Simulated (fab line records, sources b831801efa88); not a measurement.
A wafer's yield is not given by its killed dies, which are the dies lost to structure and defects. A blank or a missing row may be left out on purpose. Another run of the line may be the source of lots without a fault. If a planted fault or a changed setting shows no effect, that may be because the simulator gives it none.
Split-lot study :: flow gf180mcu :: 23 wafers read from 5 lots, route of 602 steps

## THE SPLIT
At GF_M5_COAT_02 (resist thk 1000 nm), the setting resistThkNm was moved away from the recipe's 1000 nm on 12 of the 23 wafers read, by -3.8% to +5.8%. The other wafers ran this setting at the recipe's value.

## FROM THE SPLIT TO THE READING: what the file shows between them, 2 steps
- GF_M5_ETCH_09: etches Si3N4 in CF4/O2, target depth 52 nm, time 11.6 s (also split here: timeS)
- GF_M5_METAL_ETCH_10: etches the open film in Cl2/BCl3, stops on SiO2, target depth 627.5 nm, time 99.81 s

## THE READING
oesProductAu, in a.u., at GF_M5_STRIP_11 (strips in O2/N2). Fault-free wafers of this fab line usually give 0.549 a.u., standard deviation 0.005 a.u.

wafer: L075.1
tool, chamber at the split: lithoTrack-04, 0
resistThkNm as run, nm: 1000
against the recipe: recipe
oesProductAu, a.u.: 0.551
against lot-mates on the recipe: -

wafer: L075.2
tool, chamber at the split: lithoTrack-04, 0
resistThkNm as run, nm: 1000
against the recipe: recipe
oesProductAu, a.u.: 0.545
against lot-mates on the recipe: -

wafer: L075.3
tool, chamber at the split: lithoTrack-04, 0
resistThkNm as run, nm: 1058
against the recipe: +5.8%
oesProductAu, a.u.: 0.568
against lot-mates on the recipe: +0.020

wafer: L075.4
tool, chamber at the split: lithoTrack-04, 0
resistThkNm as run, nm: 1058
against the recipe: +5.8%
oesProductAu, a.u.: 0.572
against lot-mates on the recipe: +0.024

wafer: L075.6
tool, chamber at the split: lithoTrack-04, 0
resistThkNm as run, nm: 1058
against the recipe: +5.8%
oesProductAu, a.u.: 0.564
against lot-mates on the recipe: +0.016

wafer: L079.1
tool, chamber at the split: lithoTrack-03, 0
resistThkNm as run, nm: 1041
against the recipe: +4.1%
oesProductAu, a.u.: 0.580
against lot-mates on the recipe: +0.030

wafer: L079.2
tool, chamber at the split: lithoTrack-03, 0
resistThkNm as run, nm: 1000
against the recipe: recipe
oesProductAu, a.u.: 0.551
against lot-mates on the recipe: -

wafer: L079.3
tool, chamber at the split: lithoTrack-03, 0
resistThkNm as run, nm: 1041
against the recipe: +4.1%
oesProductAu, a.u.: 0.566
against lot-mates on the recipe: +0.016

wafer: L079.4
tool, chamber at the split: lithoTrack-03, 0
resistThkNm as run, nm: 1041
against the recipe: +4.1%
oesProductAu, a.u.: 0.567
against lot-mates on the recipe: +0.017

wafer: L079.5
tool, chamber at the split: lithoTrack-03, 0
resistThkNm as run, nm: 1000
against the recipe: recipe
oesProductAu, a.u.: 0.549
against lot-mates on the recipe: -

wafer: L078.2
tool, chamber at the split: lithoTrack-04, 0
resistThkNm as run, nm: 962.2
against the recipe: -3.8%
oesProductAu, a.u.: 0.533
against lot-mates on the recipe: -0.017

wafer: L078.3
tool, chamber at the split: lithoTrack-04, 0
resistThkNm as run, nm: 1000
against the recipe: recipe
oesProductAu, a.u.: 0.548
against lot-mates on the recipe: -

wafer: L078.4
tool, chamber at the split: lithoTrack-04, 0
resistThkNm as run, nm: 962.2
against the recipe: -3.8%
oesProductAu, a.u.: 0.530
against lot-mates on the recipe: -0.020

wafer: L078.5
tool, chamber at the split: lithoTrack-04, 0
resistThkNm as run, nm: 962.2
against the recipe: -3.8%
oesProductAu, a.u.: 0.540
against lot-mates on the recipe: -0.010

wafer: L078.6
tool, chamber at the split: lithoTrack-04, 0
resistThkNm as run, nm: 1000
against the recipe: recipe
oesProductAu, a.u.: 0.551
against lot-mates on the recipe: -

wafer: L082.1
tool, chamber at the split: lithoTrack-01, 0
resistThkNm as run, nm: 1027
against the recipe: +2.7%
oesProductAu, a.u.: 0.555
against lot-mates on the recipe: +0.009

wafer: L082.2
tool, chamber at the split: lithoTrack-01, 0
resistThkNm as run, nm: 1000
against the recipe: recipe
oesProductAu, a.u.: 0.548
against lot-mates on the recipe: -

wafer: L082.3
tool, chamber at the split: lithoTrack-01, 0
resistThkNm as run, nm: 1027
against the recipe: +2.7%
oesProductAu, a.u.: 0.550
against lot-mates on the recipe: +0.004

wafer: L082.4
tool, chamber at the split: lithoTrack-01, 0
resistThkNm as run, nm: 1000
against the recipe: recipe
oesProductAu, a.u.: 0.545
against lot-mates on the recipe: -

wafer: L082.6
tool, chamber at the split: lithoTrack-01, 0
resistThkNm as run, nm: 1027
against the recipe: +2.7%
oesProductAu, a.u.: 0.565
against lot-mates on the recipe: +0.018

wafer: L085.2
tool, chamber at the split: lithoTrack-01, 0
resistThkNm as run, nm: 1000
against the recipe: recipe
oesProductAu, a.u.: 0.549
against lot-mates on the recipe: -

wafer: L085.3
tool, chamber at the split: lithoTrack-01, 0
resistThkNm as run, nm: 1000
against the recipe: recipe
oesProductAu, a.u.: 0.547
against lot-mates on the recipe: -

wafer: L085.4
tool, chamber at the split: lithoTrack-01, 0
resistThkNm as run, nm: 1000
against the recipe: recipe
oesProductAu, a.u.: 0.546
against lot-mates on the recipe: -

FIT RESULTS
A straight line over all 23 wafers: oesProductAu changes by +0.00389 a.u. for each +1% of resistThkNm; r = +0.91; the points scatter about the line by 0.0051 a.u.
The same after taking each lot's own level away (the mean of its wafers on the recipe; 23 wafers): +0.00397 a.u. for each +1%; r = +0.93; scatter 0.0046 a.u.
On that fit, the largest move of resistThkNm shifts the reading by 0.023 a.u.
The span of the lots' own levels, 0.5465 to 0.5500 a.u., comes to 0.7 times the standard deviation stated above.
The two slopes are in agreement: the lot-to-lot level therefore moves the slope only a little.
Check: for one of the wafers moved furthest among these (+5.8%), held out of the fit, the line's prediction against its lot-mates is +0.0237 a.u. It came out at +0.02 a.u. against them.

## THESE WAFERS: OTHER SPLITS
Note: prior to the reading, these wafers also went through further splits. Each is held against what the fit with the lots' levels taken away leaves over:
other split on the same wafers: GF_M4_SPUTTER_02 timeS
wafers away from the commonest value: 7
r with oesProductAu (lot level and that fit taken away): +0.10

other split on the same wafers: GF_V4_CMP_04 leaveAboveRefNm
wafers away from the commonest value: 4
r with oesProductAu (lot level and that fit taken away): +0.00

other split on the same wafers: GF_V4_PEB_12 pebTempC
wafers away from the commonest value: 10
r with oesProductAu (lot level and that fit taken away): -0.05

other split on the same wafers: GF_V4_ETCH_16 sourceW
wafers away from the commonest value: 11
r with oesProductAu (lot level and that fit taken away): -0.09

other split on the same wafers: GF_MIM_SPUTTER_01 timeS
wafers away from the commonest value: 12
r with oesProductAu (lot level and that fit taken away): +0.13

other split on the same wafers: GF_MIM_SPUTTER_09 timeS
wafers away from the commonest value: 7
r with oesProductAu (lot level and that fit taken away): +0.06

other split on the same wafers: GF_MIM_EXPOSE_16 doseMj
wafers away from the commonest value: 10
r with oesProductAu (lot level and that fit taken away): +0.06

other split on the same wafers: GF_M5_ETCH_09 timeS
wafers away from the commonest value: 8
r with oesProductAu (lot level and that fit taken away): -0.33

## THE WHOLE CHAIN: every reading that the file lists as answering this split, in the file's order
step: GF_M5_COAT_02
what it does: resist thk 1000 nm
reading: KrF_of_M5_COAT_02.thkNm (the simulator's own value, which no gauge read)
change (the file's fit): +10.1 nm for each +1% of the setting
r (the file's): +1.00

step: GF_M5_STRIP_11
what it does: strips in O2/N2
reading: oesProductAu
change (the file's fit): +0.00394 a.u. for each +1% of the setting
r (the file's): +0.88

step: GF_M5_STRIP_11
what it does: strips in O2/N2
reading: stripTimeToEndpointS
change (the file's fit): withheld for each +1% of the setting
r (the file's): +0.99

## THE FILE'S OWN FIT
oesProductAu changes by +0.00394 a.u. for each +1% of resistThkNm, r = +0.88.
